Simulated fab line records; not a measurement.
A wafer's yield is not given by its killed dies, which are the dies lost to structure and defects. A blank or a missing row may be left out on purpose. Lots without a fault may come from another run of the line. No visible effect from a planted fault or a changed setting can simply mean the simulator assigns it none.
Chamber matching -- flow gf180mcu -- 3 sister chambers for GF_SAB_CVD_00 on pecvd-01
The step deposits SiO2 from TEOS, target thk 50 nm, time 4.9302 s. 6 wafers are shown with their chamber, then 7 later ones without.

## WAFERS WITH THEIR CHAMBER
wafer,chamber,heater power w (W),susceptor temp C (C)
L646.2,2,624,400.14
L648.1,1,613,399.90
L648.2,0,662,400.15
L648.6,2,559,399.62
L662.1,1,646,400.40
L662.4,0,731,399.51

## WAFERS WITHOUT THEIR CHAMBER
wafer,heater power w (W),susceptor temp C (C)
L662.6,600,400.12
L663.1,716,400.04
L663.3,624,399.97
L663.6,701,399.89
L665.1,741,400.08
L665.4,755,399.58
L665.6,536,399.64

## CHAMBER TAKEN BY EACH
wafer,from the rows above,in truth
L662.6,can't be placed: 2 or 1 or 0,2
L663.1,can't be placed: 0 or 1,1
L663.3,can't be placed: 1 or 2 or 0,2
L663.6,can't be placed: 0 or 1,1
L665.1,can't be placed: 0 or 1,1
L665.4,can't be placed: 0 or 1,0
L665.6,can't be placed: 2 or 1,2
Correct placement for 0 of the 7. From these rows, 7 cannot be placed; in 7 the true chamber is one of the candidates. Number placed wrongly: 0.
How it was worked out, from the rows above alone: a wafer's distance from a chamber is the root of the sum, over the readings, of the square of ((its reading less the chamber's mean) divided by the reading's scatter). The wafer belongs to the nearest chamber; if the next one is less than 2 further off, it can't be placed. Each chamber's mean is taken over the wafers shown for it. How the scatter is found: for the shown wafers, subtract from each reading the mean of its chamber, square and add these, divide the total by (wafers less chambers), then take the root.
